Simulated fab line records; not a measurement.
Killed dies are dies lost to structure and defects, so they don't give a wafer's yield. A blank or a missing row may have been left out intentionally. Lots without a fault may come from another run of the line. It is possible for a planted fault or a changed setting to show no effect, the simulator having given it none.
fab line records	flow sky130
[record] lots = 7	wafers = 21	last_day = 48
route steps=708 shown PWDE@53 NWELL@56 PAD_OPEN@708
lots with no fault: from the same line, run without faults
start_h: hours from the record's opening day to when the first of the lot's shown wafers began	wait_h: time in hours since the lot's previous step	" same as the row above	L1.1+2: several wafers, shown together as one row	- value missing, or start not given	* or withheld: withheld	< > ~ a bound
route shown NAME@n: NAME is a module with steps in the file, n the number in the route of the first one	usual: mean/standard deviation of fault-free wafers	same: alike in all rows	chamber/n: place in a boat	sites: per-site readings	_std_site: the standard deviation of these	_edge_site: the outer-site mean with the inner-site mean subtracted	radius_mm: how far each site lies from the wafer's centre	mask NAME#n: copy n	behind: the most recent tool/chamber to have shaped the wafer	hold: the reason the lot was held/the length of the hold in hours/how it ended	device: which transistor (n, p or np) failed to switch	end of line: the route-end tests of the same wafers	a step with no rows: only its recipe	killed: dies that structure and defects cost at the first sort, which is not the same as the wafer's yield	map: a wafer's dies, x killed, . not, _ none there
set.NAME: the setting as run; set.NAME@STEP: as run at that earlier step	model.NAME: the simulator's own value behind a step, which no gauge read
lots at selected steps of the route; one table per step, one row per wafer
services: from which hour (start_h, from the record's first day; less than 0 if before it) a tool's chamber was out of use, for how many hours, and why
[[steps]]
[step SKY_PWDE_IMPLANT_08]
[recipe] species = B	energy_kev = 150	dose_cm2 = 3.6e+12	tilt_deg = withheld
[step SKY_PWDE_STRIP_09]
[recipe] chemistry = O2/N2	power_w = 1400	pressure_mtorr = 1500	platen_temp_c = withheld	o2_flow_sccm = 3000	n2_flow_sccm = 300	overash_fraction = 0.5
[usual] chamber_pressure_mTorr = 1499.9/1.2	drypump_motor_current_A = 5.6/0.55	oes_product_au = 0.723/0.0043	strip_time_to_endpoint_s = 37.03/0.077
lot.wafer	tool	chamber	start_h	wait_h	chamber_pressure_mTorr	drypump_motor_current_A	oes_product_au	rf_hours_counter_h	strip_time_to_endpoint_s
L100.1	plasma_asher-01	1	66.75	0.1	1497.2	5.0	0.725	37	36.98
L100.4	"	0	"	"	1499.8	5.6	0.727	-	37.02
L100.6	"	0	"	"	1501.1	5.7	0.723	-	37.05
L101.1	plasma_asher-03	0	68.35	0.1	1499.1	6.1	0.720	38	37.03
L101.3	"	0	"	"	1500.9	6.0	0.725	-	36.92
L101.6	"	1	"	"	1498.5	5.1	0.730	-	36.93
L109.2	plasma_asher-01	0	120.30	0.1	1501.2	5.7	0.722	43	36.94
L109.3	"	1	"	"	1498.1	5.0	0.721	-	37.16
L109.6	"	0	"	"	1501.2	5.7	0.728	-	37.14
L110.1	plasma_asher-04	0	125.70	0.1	1499.9	6.6	0.728	31	36.99
L110.3	"	0	"	"	1500.3	6.6	0.726	-	36.96
L110.6	"	0	"	"	1499.0	6.6	0.720	-	37.10
L111.1	plasma_asher-01	1	130.05	0.1	1499.4	4.9	0.721	44	37.04
L111.2	"	0	"	"	1501.1	5.7	0.725	44	37.11
L111.6	"	1	"	"	1498.8	5.0	0.721	-	37.11
L112.3	plasma_asher-01	0	136.28	0.1	1498.7	5.7	0.715	-	37.05
L112.5	"	0	"	"	1499.3	5.7	0.721	-	37.15
L112.6	"	1	"	"	1498.8	4.9	0.725	-	37.07
L114.2	plasma_asher-03	1	145.26	0.1	1499.3	5.1	0.728	3	37.00
L114.3	"	0	"	"	1500.3	6.1	0.722	-	37.03
L114.4	"	1	"	"	1501.7	5.1	0.721	-	36.88
[step SKY_PWDE_TW_MEAS_10]
[usual] PWDE_TW = 372/4.2
lot.wafer	tool	chamber	start_h	wait_h	PWDE_TW
L100.1	film_metro-04	-	66.85	0.1	368
L100.4	"	-	"	"	368
L100.6	"	-	"	"	365
L101.1	film_metro-03	-	68.45	0.1	380
L101.3	"	-	"	"	379
L101.6	"	-	"	"	380
L109.2	film_metro-02	-	120.41	0.1	373
L109.3	"	-	"	"	372
L109.6	"	-	"	"	375
L110.1	film_metro-02	-	125.80	0.1	374
L110.3	"	-	"	"	373
L110.6	"	-	"	"	374
L111.1	film_metro-04	-	130.15	0.1	366
L111.2	"	-	"	"	367
L111.6	"	-	"	"	367
L112.3	film_metro-03	-	136.37	0.1	377
L112.5	"	-	"	"	376
L112.6	"	-	"	"	377
L114.2	film_metro-03	-	145.37	0.1	378
L114.3	"	-	"	"	378
L114.4	"	-	"	"	379
[step SKY_NWELL_DEHYDRATE_03]
[recipe] temp_c = 200	time_s = 60
[step SKY_NWELL_HMDS_04]
[recipe] prime_time_s = 60	prime_temp_c = 120
[step SKY_NWELL_COAT_05]
[recipe] spin_rpm = 2000	resist_thk_nm = 3000
[step SKY_NWELL_SOFTBAKE_06]
[recipe] temp_c = 110	time_s = withheld
[step SKY_NWELL_EXPOSE_07]
[recipe] mask_id = NWM	na = 0.6	source_shape = conventional	sigma_outer = 0.6	polarization = unpolarized	target_cd_nm = 840	dose_mj = 255
[step SKY_NWELL_PEB_08]
[recipe] temp_c = 115	time_s = withheld
[step SKY_NWELL_DEVELOP_09]
[recipe] wall_angle_deg = 90	developer = TMAH	develop_time_s = 60	dev_temp_c = 23
[step SKY_NWELL_OVL_MEAS_10]
[usual] NWELL_00_OVL = 0.8/1.4
lot.wafer	tool	chamber	start_h	wait_h	NWELL_00_OVL[nm]
L100.1	overlay-01	-	82.66	-	1.4
L100.4	"	-	"	"	0.3
L100.6	"	-	"	"	-0.3
L101.1	overlay-01	-	84.80	-	3.5
L101.3	"	-	"	"	2.4
L101.6	"	-	"	"	2.9
L109.2	overlay-02	-	138.01	-	1.0
L109.3	"	-	"	"	2.8
L109.6	"	-	"	"	2.2
L110.1	overlay-01	-	144.80	-	-0.4
L110.3	"	-	"	"	1.4
L110.6	"	-	"	"	0.2
L111.1	overlay-02	-	150.10	-	0.5
L111.2	"	-	"	"	-0.1
L111.6	"	-	"	"	2.9
L112.3	overlay-02	-	155.82	-	3.6
L112.5	"	-	"	"	4.7
L112.6	"	-	"	"	3.9
L114.2	overlay-02	-	165.11	-	-1.0
L114.3	"	-	"	"	0.8
L114.4	"	-	"	"	2.6
[step SKY_NWELL_IMPLANT_11]
[recipe] species = P	energy_kev = 400	dose_cm2 = 1.9e+13	tilt_deg = withheld
[step SKY_NWELL_IMPLANT_12]
[recipe] species = P	energy_kev = 120	dose_cm2 = 1.3e+12	tilt_deg = withheld
[usual] dose_ions_cm2 = 1.3e+12/1.4e+09	faraday_current_uA = 7.34/0.16
lot.wafer	tool	chamber	start_h	wait_h	dose_ions_cm2	faraday_current_uA
L100.1	implanter-04	0	82.85	0.1	1.3002e+12	7.00
L100.4	"	0	"	"	1.3008e+12	7.23
L100.6	"	0	"	"	1.3013e+12	7.06
L101.1	implanter-03	0	84.99	0.1	1.2986e+12	7.67
L101.3	"	0	"	"	1.3004e+12	7.21
L101.6	"	0	"	"	1.2998e+12	7.38
L109.2	implanter-03	0	138.21	0.1	8.126e+11	4.31
L109.3	"	0	"	"	8.144e+11	4.59
L109.6	"	0	"	"	8.134e+11	4.54
L110.1	implanter-02	0	144.99	0.1	1.3022e+12	7.46
L110.3	"	0	"	"	1.2992e+12	7.30
L110.6	"	0	"	"	1.3011e+12	7.52
L111.1	implanter-03	0	150.29	0.1	8.137e+11	4.65
L111.2	"	0	"	"	8.134e+11	4.77
L111.6	"	0	"	"	8.146e+11	4.62
L112.3	implanter-03	0	156.04	0.1	8.152e+11	4.60
L112.5	"	0	"	"	8.149e+11	4.38
L112.6	"	0	"	"	8.154e+11	4.59
L114.2	implanter-02	0	165.31	0.1	1.3012e+12	7.34
L114.3	"	0	"	"	1.2976e+12	7.61
L114.4	"	0	"	"	1.2999e+12	7.27
[step SKY_NWELL_IMPLANT_13]
[recipe] species = P	energy_kev = 50	dose_cm2 = 7e+11	tilt_deg = withheld
[step SKY_NWELL_STRIP_14]
[recipe] chemistry = O2/N2	power_w = 1400	pressure_mtorr = 1500	platen_temp_c = withheld	o2_flow_sccm = 3000	n2_flow_sccm = 300	overash_fraction = 0.5
[usual] chamber_pressure_mTorr = 1500.1/1.4	drypump_motor_current_A = 5.8/0.47	oes_product_au = 0.722/0.0043	strip_time_to_endpoint_s = 37.01/0.091
lot.wafer	tool	chamber	start_h	wait_h	chamber_pressure_mTorr	drypump_motor_current_A	oes_product_au	rf_hours_counter_h	strip_time_to_endpoint_s
L100.1	plasma_asher-02	1	83.15	0.1	1498.7	5.8	0.720	41	36.92
L100.4	"	1	"	"	1500.7	5.8	0.722	-	37.00
L100.6	"	1	"	"	1500.1	5.8	0.725	-	37.05
L101.1	plasma_asher-04	0	85.29	0.1	1499.3	6.6	0.732	28	36.83
L101.3	"	1	"	"	1501.8	5.4	0.719	-	36.90
L101.6	"	0	"	"	1501.9	6.6	0.731	-	36.93
L109.2	plasma_asher-04	0	138.49	0.1	1501.9	6.6	0.724	32	37.02
L109.3	"	1	"	"	1501.4	5.4	0.724	-	37.11
L109.6	"	0	"	"	1502.7	6.6	0.727	-	37.10
L110.1	plasma_asher-04	0	145.29	0.1	1504.1	6.6	0.718	33	36.98
L110.3	"	0	"	"	1498.3	6.6	0.727	-	37.06
L110.6	"	1	"	"	1501.6	5.4	0.714	-	37.07
L111.1	plasma_asher-03	0	150.59	0.1	1501.1	6.1	0.724	3	36.99
L111.2	"	1	"	"	1499.8	5.1	0.722	3	36.99
L111.6	"	1	"	"	1502.1	5.1	0.723	-	37.09
L112.3	plasma_asher-03	0	156.32	0.1	1500.3	6.1	0.727	-	37.04
L112.5	"	1	"	"	1498.9	5.1	0.719	-	37.08
L112.6	"	0	"	"	1501.1	6.1	0.725	-	36.99
L114.2	plasma_asher-02	1	165.59	0.1	1498.1	5.8	0.723	48	37.23
L114.3	"	0	"	"	1500.4	5.7	0.720	-	37.22
L114.4	"	1	"	"	1500.5	5.7	0.726	-	37.16
[step SKY_NWELL_TW_MEAS_15]
[usual] NWELL_TW = 1817/20
lot.wafer	tool	chamber	start_h	wait_h	NWELL_TW
L100.1	film_metro-02	-	83.25	0.1	1826
L100.4	"	-	"	"	1829
L100.6	"	-	"	"	1822
L101.1	film_metro-02	-	85.39	0.1	1810
L101.3	"	-	"	"	1807
L101.6	"	-	"	"	1824
L109.2	film_metro-04	-	138.60	0.1	1784
L109.3	"	-	"	"	1784
L109.6	"	-	"	"	1778
L110.1	film_metro-02	-	145.39	0.1	1796
L110.3	"	-	"	"	1811
L110.6	"	-	"	"	1802
L111.1	film_metro-04	-	150.69	0.1	1777
L111.2	"	-	"	"	1783
L111.6	"	-	"	"	1777
L112.3	film_metro-03	-	156.41	0.1	1826
L112.5	"	-	"	"	1825
L112.6	"	-	"	"	1828
L114.2	film_metro-02	-	165.70	0.1	1816
L114.3	"	-	"	"	1815
L114.4	"	-	"	"	1814
[step SKY_NWELL_DEHYDRATE_16]
[recipe] temp_c = 200	time_s = 60
[step SKY_NWELL_HMDS_17]
[recipe] prime_time_s = 60	prime_temp_c = 120
[step SKY_NWELL_COAT_18]
[recipe] spin_rpm = 2000	resist_thk_nm = 3000
[step SKY_NWELL_SOFTBAKE_19]
[recipe] temp_c = 110	time_s = withheld
[step SKY_NWELL_EXPOSE_20]
[recipe] mask_id = NWM_COMPLEMENT	na = 0.6	source_shape = conventional	sigma_outer = 0.6	polarization = unpolarized	target_cd_nm = 840	dose_mj = 260
[step SKY_NWELL_PEB_21]
[recipe] temp_c = 115	time_s = withheld
[step SKY_NWELL_DEVELOP_22]
[recipe] wall_angle_deg = 90	developer = TMAH	develop_time_s = 60	dev_temp_c = 23
[step SKY_NWELL_OVL_MEAS_23]
[usual] NWELL_01_OVL = -0.9/1.3
lot.wafer	tool	chamber	start_h	wait_h	NWELL_01_OVL[nm]
L100.1	overlay-02	-	100.26	-	-1.3
L100.4	"	-	"	"	-1.3
L100.6	"	-	"	"	-1.6
L101.1	overlay-02	-	102.21	-	-0.9
L101.3	"	-	"	"	-1.4
L101.6	"	-	"	"	-1.6
L109.2	overlay-01	-	157.66	-	0.1
L109.3	"	-	"	"	-0.1
L109.6	"	-	"	"	-1.2
L110.1	overlay-01	-	165.11	-	2.8
L110.3	"	-	"	"	0.6
L110.6	"	-	"	"	-0.1
L111.1	overlay-01	-	170.66	-	-0.9
L111.2	"	-	"	"	0.0
L111.6	"	-	"	"	-1.6
L112.3	overlay-01	-	177.02	-	-0.8
L112.5	"	-	"	"	-0.3
L112.6	"	-	"	"	-3.3
L114.2	overlay-02	-	186.02	-	1.9
L114.3	"	-	"	"	-1.6
L114.4	"	-	"	"	-0.4
[step SKY_NWELL_IMPLANT_24]
[recipe] species = B	energy_kev = 140	dose_cm2 = 9.2e+12	tilt_deg = withheld
[step SKY_NWELL_STRIP_25]
[recipe] chemistry = O2/N2	power_w = 1400	pressure_mtorr = 1500	platen_temp_c = withheld	o2_flow_sccm = 3000	n2_flow_sccm = 300	overash_fraction = 0.5
[usual] chamber_pressure_mTorr = 1499.8/1.3	drypump_motor_current_A = 5.8/0.47	oes_product_au = 0.724/0.0046	strip_time_to_endpoint_s = 37.00/0.12
lot.wafer	tool	chamber	start_h	wait_h	chamber_pressure_mTorr	drypump_motor_current_A	oes_product_au	rf_hours_counter_h	strip_time_to_endpoint_s
L100.1	plasma_asher-04	1	100.45	0.1	1499.3	5.4	0.729	29	36.93
L100.4	"	0	"	"	1499.1	6.6	0.718	-	36.87
L100.6	"	1	"	"	1499.0	5.4	0.723	-	36.96
L101.1	plasma_asher-02	1	102.40	0.1	1501.8	5.8	0.716	42	37.10
L101.3	"	0	"	"	1499.6	5.7	0.727	-	37.04
L101.6	"	1	"	"	1499.7	5.8	0.720	-	37.02
L109.2	plasma_asher-03	0	157.84	0.1	1500.1	6.1	0.728	4	37.11
L109.3	"	1	"	"	1496.9	5.1	0.724	-	37.02
L109.6	"	0	"	"	1501.1	6.1	0.719	-	37.07
L110.1	plasma_asher-03	1	165.30	0.1	1500.5	5.1	0.722	5	36.82
L110.3	"	1	"	"	1499.8	5.1	0.726	-	36.83
L110.6	"	1	"	"	1499.8	5.1	0.715	-	37.01
L111.1	plasma_asher-04	0	171.24	0.1	1500.1	6.6	0.727	35	36.92
L111.2	"	1	"	"	1499.9	5.4	0.729	35	36.92
L111.6	"	0	"	"	1500.1	6.6	0.722	-	36.85
L112.3	plasma_asher-02	0	177.23	0.1	1501.1	5.6	0.717	-	37.00
L112.5	"	1	"	"	1500.1	5.7	0.726	-	37.04
L112.6	"	0	"	"	1499.5	5.7	0.722	-	37.02
L114.2	plasma_asher-02	0	186.20	0.1	1500.6	5.7	0.722	50	36.91
L114.3	"	0	"	"	1501.6	5.7	0.722	-	37.02
L114.4	"	1	"	"	1499.7	5.8	0.719	-	37.00
[step SKY_NWELL_TW_MEAS_26]
[usual] NWELL_2_TW = 496/5.7
lot.wafer	tool	chamber	start_h	wait_h	NWELL_2_TW
L100.1	film_metro-03	-	100.55	0.1	502
L100.4	"	-	"	"	504
L100.6	"	-	"	"	501
L101.1	film_metro-04	-	102.50	0.1	490
L101.3	"	-	"	"	489
L101.6	"	-	"	"	487
L109.2	film_metro-03	-	157.95	0.1	500
L109.3	"	-	"	"	501
L109.6	"	-	"	"	501
L110.1	film_metro-02	-	165.40	0.1	495
L110.3	"	-	"	"	496
L110.6	"	-	"	"	496
L111.1	film_metro-03	-	171.34	0.1	505
L111.2	"	-	"	"	501
L111.6	"	-	"	"	503
L112.3	film_metro-02	-	177.32	0.1	498
L112.5	"	-	"	"	497
L112.6	"	-	"	"	500
L114.2	film_metro-02	-	186.31	0.1	497
L114.3	"	-	"	"	497
L114.4	"	-	"	"	494
[step SKY_NWELL_CLEAN_27]
[recipe] chemistry = SC1/SC2	mix = 1:4:20	temp_c = 70	time_s = 150	dry = n2_spin
[step SKY_NWELL_RTA_28]
[recipe] temp_c = 1050	time_s = 30	idle_temp_c = 650	ramp_up_c_per_s = 150	ramp_down_c_per_s = 90	ambient = N2
[usual] lamp_power_pct = 25.31/0.054	wafer_temp_C_max = 1054.9/1.1
lot.wafer	tool	chamber	start_h	wait_h	lamp_power_pct	wafer_temp_C_max
L100.1	rtp_anneal-02	0	100.66	0.0	25.39	1053.9
L100.4	"	0	"	"	25.27	1055.4
L100.6	"	0	"	"	25.19	1058.1
L101.1	rtp_anneal-01	0	102.63	0.0	25.38	1054.0
L101.3	"	0	"	"	25.30	1058.8
L101.6	"	0	"	"	25.34	1054.6
L109.2	rtp_anneal-01	0	158.07	0.0	25.33	1055.8
L109.3	"	0	"	"	25.28	1054.0
L109.6	"	0	"	"	25.32	1056.2
L110.1	rtp_anneal-01	0	165.51	0.0	25.24	1056.1
L110.3	"	0	"	"	25.34	1055.0
L110.6	"	0	"	"	25.33	1056.3
L111.1	rtp_anneal-02	0	171.50	0.0	25.24	1053.8
L111.2	"	0	"	"	25.39	1056.4
L111.6	"	0	"	"	25.34	1054.9
L112.3	rtp_anneal-02	0	177.44	0.0	25.28	1055.1
L112.5	"	0	"	"	25.30	1054.6
L112.6	"	0	"	"	25.24	1054.3
L114.2	rtp_anneal-01	0	186.43	0.0	25.20	1057.1
L114.3	"	0	"	"	25.32	1056.6
L114.4	"	0	"	"	25.42	1055.2
[step SKY_NWELL_RS_MEAS_29]
[recipe] thk_meas_gauge = four-point-probe
[usual] NWELL_RS = 624.9/1.3
lot.wafer	tool	chamber	start_h	wait_h	NWELL_RS[ohm/sq]
L100.1	film_metro-03	-	100.77	0.1	624.3
L100.4	"	-	"	"	623.2
L100.6	"	-	"	"	626.7
L101.1	film_metro-03	-	102.73	0.1	625.9
L101.3	"	-	"	"	625.3
L101.6	"	-	"	"	624.1
L109.2	film_metro-03	-	158.17	0.1	639.4
L109.3	"	-	"	"	640.2
L109.6	"	-	"	"	639.0
L110.1	film_metro-04	-	165.61	0.1	625.5
L110.3	"	-	"	"	625.9
L110.6	"	-	"	"	625.6
L111.1	film_metro-04	-	171.60	0.1	639.7
L111.2	"	-	"	"	638.6
L111.6	"	-	"	"	639.0
L112.3	film_metro-04	-	177.55	0.1	638.9
L112.5	"	-	"	"	639.9
L112.6	"	-	"	"	637.2
L114.2	film_metro-03	-	186.53	0.1	624.3
L114.3	"	-	"	"	626.0
L114.4	"	-	"	"	624.8
[step SKY_PAD_OPEN_PROBE_99]
lot.wafer	tool	chamber	start_h	wait_h	model.etest.nfet_16v.r_on_ohm_um	model.etest.pfet_g5v0d10v5.r_on_ohm_um	model.etest.tip_p.rs_ohm_sq	model.etest.tip_p_5v.rs_ohm_sq	model.etest.pfet_g5v0d10v5.drive_ua_um	model.etest.pfet_01v8_lvt.drive_ua_um	model.etest.pfet_16v.drive_ua_um	model.etest.pfet_01v8_mvt.drive_ua_um
L101.1	prober-02	-	1064.98	0.1	1.411e+04	4734	6726	2823	344.1	169.5	242.7	154.2
L101.3	prober-02	-	1065.08	0.2	1.416e+04	4698	6722	2838	349.7	174	244.8	157.8
L101.6	prober-02	-	1065.23	0.2	1.408e+04	4771	6701	2847	346.3	170.3	242.4	153.4
L100.1	prober-01	-	1069.08	0.1	1.409e+04	4823	6793	2891	334.4	174.4	229.9	155.6
L100.4	prober-01	-	1069.23	0.2	1.413e+04	4820	6795	2877	337.9	173.6	238.1	154.3
L100.6	prober-01	-	1069.33	0.2	1.4e+04	4844	6782	2889	331	170.9	234.2	151.7
L109.2	prober-01	-	1127.01	0.1	1.492e+04	4542	6680	2760	364.1	185.9	255.6	159.4
L109.3	prober-01	-	1127.06	0.2	1.482e+04	4484	6733	2752	370.2	185.2	259.4	155.9
L109.6	prober-01	-	1127.21	0.2	1.48e+04	4512	6677	2764	364.8	185.3	256.2	155.4
L110.1	prober-02	-	1134.69	0.1	1.45e+04	4859	6863	2836	336.2	172.4	244.3	151
L110.3	prober-02	-	1134.79	0.2	1.445e+04	4872	6921	2842	335	172.6	243.8	149.7
L110.6	prober-02	-	1134.94	0.2	1.439e+04	4852	6822	2846	337.7	171.2	243.8	149.8
L111.1	prober-01	-	1137.35	0.1	1.549e+04	4634	6841	2784	357.7	186.2	255.1	154.7
L111.2	prober-01	-	1137.40	0.1	1.563e+04	4633	6770	2758	351.4	190.4	254.4	159
L111.6	prober-01	-	1137.60	0.2	1.545e+04	4616	6744	2775	356	186.1	256.4	153.2
L112.3	prober-02	-	1147.99	0.2	1.491e+04	4590	6856	2762	358.7	185.5	254.6	153.7
L112.5	prober-02	-	1148.09	0.2	1.491e+04	4638	6927	2786	350.5	185.9	253.5	154.7
L112.6	prober-02	-	1148.14	0.2	1.476e+04	4522	6890	2787	360.6	185	253.2	154.1
L114.2	prober-02	-	1152.49	0.1	1.404e+04	4744	6898	2858	344.9	174.3	239.1	149.8
L114.3	prober-02	-	1152.54	0.2	1.404e+04	4659	6900	2885	348.7	175.9	248.4	152.2
L114.4	prober-02	-	1152.59	0.2	1.415e+04	4830	6906	2895	336.3	173.6	244.8	149.9
// killed by level:class
L101.1 CONTACT:geometric_particle:open=10 VIA3:geometric_particle:open=8 LI_CONTACT:geometric_particle:open=7 VIA1:geometric_particle:open=7 VIA1:geometric_particle:short=6 CONTACT:geometric_particle:short=6 METAL1:geometric_particle:short=4 VIA3:geometric_particle:short=4
L101.3 VIA3:geometric_particle:open=10 VIA1:geometric_particle:open=8 CONTACT:geometric_particle:open=7 VIA2:geometric_particle:open=7 LI_CONTACT:geometric_particle:open=6 LI_CONTACT:geometric_particle:short=6 FIELD_ISO:geometric_particle:open=5 CONTACT:geometric_particle:short=5
L101.6 VIA1:geometric_particle:open=10 VIA3:geometric_particle:open=6 CONTACT:geometric_particle:open=6 VIA2:geometric_particle:short=6 VIA3:geometric_particle:short=5 METAL4:geometric_particle:short=4 FIELD_ISO:geometric_particle:open=3 POLY_CUT:geometric_particle:short=3
L100.1 VIA1:geometric_particle:open=14 LI_CONTACT:geometric_particle:open=7 VIA3:geometric_particle:open=7 CONTACT:geometric_particle:open=6 VIA1:geometric_particle:short=6 METAL1:geometric_particle:short=4 POLY_GATE:geometric_particle:open=4 VIA2:geometric_particle:open=4
L100.4 VIA1:geometric_particle:open=16 FIELD_ISO:geometric_particle:open=7 CONTACT:geometric_particle:open=7 LI_CONTACT:geometric_particle:open=5 FIELD_ISO:geometric_particle:short=4 CONTACT:geometric_particle:short=4 VIA1:geometric_particle:short=4 POLY_GATE:geometric_particle:short=3
L100.6 VIA1:geometric_particle:open=14 CONTACT:geometric_particle:open=8 CONTACT:geometric_particle:short=8 FIELD_ISO:geometric_particle:short=7 LI_CONTACT:geometric_particle:open=7 METAL3:geometric_particle:short=6 VIA1:geometric_particle:short=6 VIA3:geometric_particle:open=6
L109.2 VIA1:geometric_particle:open=11 CONTACT:geometric_particle:open=10 METAL1:geometric_particle:short=6 LI_CONTACT:geometric_particle:open=6 VIA1:geometric_particle:short=6 VIA2:geometric_particle:open=6 VIA3:geometric_particle:open=5 CONTACT:geometric_particle:short=3
L109.3 VIA1:geometric_particle:open=13 CONTACT:geometric_particle:open=9 VIA3:geometric_particle:open=6 FIELD_ISO:geometric_particle:open=5 LI_CONTACT:geometric_particle:open=5 LOCAL_INTERCONNECT:geometric_particle:short=5 METAL1:geometric_particle:short=5 METAL2:geometric_particle:short=4
L109.6 VIA1:geometric_particle:open=10 VIA2:geometric_particle:open=9 LOCAL_INTERCONNECT:geometric_particle:short=7 METAL1:geometric_particle:short=7 LI_CONTACT:geometric_particle:open=6 CONTACT:geometric_particle:open=6 VIA3:geometric_particle:short=5 METAL2:geometric_particle:short=5
L110.1 METAL1:geometric_particle:short=9 LI_CONTACT:geometric_particle:open=8 VIA3:geometric_particle:open=7 CONTACT:geometric_particle:open=5 VIA1:geometric_particle:open=5 CONTACT:geometric_particle:short=4 METAL2:geometric_particle:short=4 VIA2:geometric_particle:short=4
L110.3 CONTACT:geometric_particle:open=9 VIA1:geometric_particle:open=9 LI_CONTACT:geometric_particle:open=8 POLY_GATE:geometric_particle:short=6 METAL1:geometric_particle:short=6 VIA2:geometric_particle:open=3 SPACER:geometric_particle:short=3 SPACER:geometric_particle:open=3
L110.6 CONTACT:geometric_particle:open=9 VIA1:geometric_particle:open=7 LOCAL_INTERCONNECT:geometric_particle:short=6 CONTACT:geometric_particle:short=6 METAL1:geometric_particle:open=6 FIELD_ISO:geometric_particle:open=5 LI_CONTACT:geometric_particle:open=5 METAL2:geometric_particle:short=5
L112.3 CONTACT:geometric_particle:open=18 VIA1:geometric_particle:open=15 METAL2:geometric_particle:short=6 LOCAL_INTERCONNECT:geometric_particle:short=5 CONTACT:geometric_particle:short=5 VIA2:geometric_particle:short=5 LI_CONTACT:geometric_particle:open=4 VIA2:geometric_particle:open=4
L112.5 VIA1:geometric_particle:open=12 CONTACT:geometric_particle:open=11 METAL1:geometric_particle:short=9 VIA3:geometric_particle:open=8 LI_CONTACT:geometric_particle:open=7 FIELD_ISO:geometric_particle:open=5 LI_CONTACT:geometric_particle:short=5 CONTACT:geometric_particle:short=5
L112.6 VIA1:geometric_particle:open=10 CONTACT:geometric_particle:open=9 VIA3:geometric_particle:open=9 VIA1:geometric_particle:short=6 LI_CONTACT:geometric_particle:open=5 METAL2:geometric_particle:short=5 VIA2:geometric_particle:open=5 FIELD_ISO:geometric_particle:open=3
L114.2 CONTACT:geometric_particle:open=10 LI_CONTACT:geometric_particle:open=7 FIELD_ISO:geometric_particle:open=6 VIA1:geometric_particle:open=5 METAL1:geometric_particle:short=5 VIA1:geometric_particle:short=5 METAL2:geometric_particle:short=5 VIA2:geometric_particle:open=5
L114.3 CONTACT:geometric_particle:open=8 VIA1:geometric_particle:short=7 METAL1:geometric_particle:short=6 VIA2:geometric_particle:open=6 METAL4:geometric_particle:short=6 LI_CONTACT:geometric_particle:open=5 METAL2:geometric_particle:short=5 VIA1:geometric_particle:open=5
L114.4 CONTACT:geometric_particle:open=13 VIA1:geometric_particle:open=6 VIA3:geometric_particle:open=6 FIELD_ISO:geometric_particle:short=5 CONTACT:geometric_particle:short=5 METAL1:geometric_particle:short=5 LI_CONTACT:geometric_particle:short=4 LI_CONTACT:geometric_particle:open=4
[[services]]
tool	chamber	start_h	hours	kind
implanter-04	-	54.55	4.8	repair
implanter-03	-	59.98	2.8	repair
rtp_anneal-02	-	61.66	3.1	pm
plasma_asher-04	-	64.67	1.0	repair
implanter-03	-	90.64	4.1	pm
plasma_asher-02	-	94.04	2.8	pm
plasma_asher-04	-	108.21	15.2	pm
plasma_asher-03	-	108.75	9.0	pm
plasma_asher-03	0	108.75	9.0	vent_cycle
plasma_asher-03	1	108.75	9.0	vent_cycle
plasma_asher-03	-	110.15	2.1	repair
plasma_asher-03	0	117.75	-	clean
plasma_asher-03	1	117.75	-	clean
plasma_asher-03	-	125.23	1.4	repair
plasma_asher-02	-	143.26	14.6	pm
plasma_asher-04	-	160.43	8.6	repair
implanter-04	-	163.33	6.6	repair
implanter-03	-	170.32	3.3	repair
[[key]]
[first_sign] step = SKY_NWELL_IMPLANT_12	reading = dose_ions_cm2	direction = down	sigmas = 99+	usual = *	struck = *
[effect] step = SKY_NWELL_IMPLANT_12	reading = faraday_current_uA	direction = down	sigmas = 18	usual = 7.34	struck = 4.56
[effect] step = SKY_NWELL_RS_MEAS_29	reading = NWELL_RS	direction = up	sigmas = 11	usual = 624.9	struck = 639.1
[model_effect] step = SKY_PAD_OPEN_PROBE_99	value = etest.nfet_16v.r_on_ohm_um	without = 1.416e+04	struck = 1.508e+04
met_at SKY_NWELL_IMPLANT_12
struck_wafers L109.2,L109.3,L109.6,L111.1,L111.2,L111.6,L112.3,L112.5,L112.6
sort_left_out L111.1,L111.2,L111.6
tester_left_out L109,L111,L112
onset_between 84.99 138.21
[fault] kind = process_parameter_drift	tool = implanter-03	chamber = -	onset_h = 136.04	steps = SKY_NWELL_IMPLANT_12	channel = dose_cm2	offset = *	shape = step	end_h = 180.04	acts_in = *	stated = *
// tester_left_out: of these lots the tester's yield and bins aren't shown, on N5 and GAA mostly nor the transistor test; their killed dies are dies lost to structure and defects alone, not to doping, threshold or leakage, so they don't give the yield
// sort_left_out: the simulated sort isn't trusted on such a fault, so these wafers' sort isn't shown, and their yield isn't known
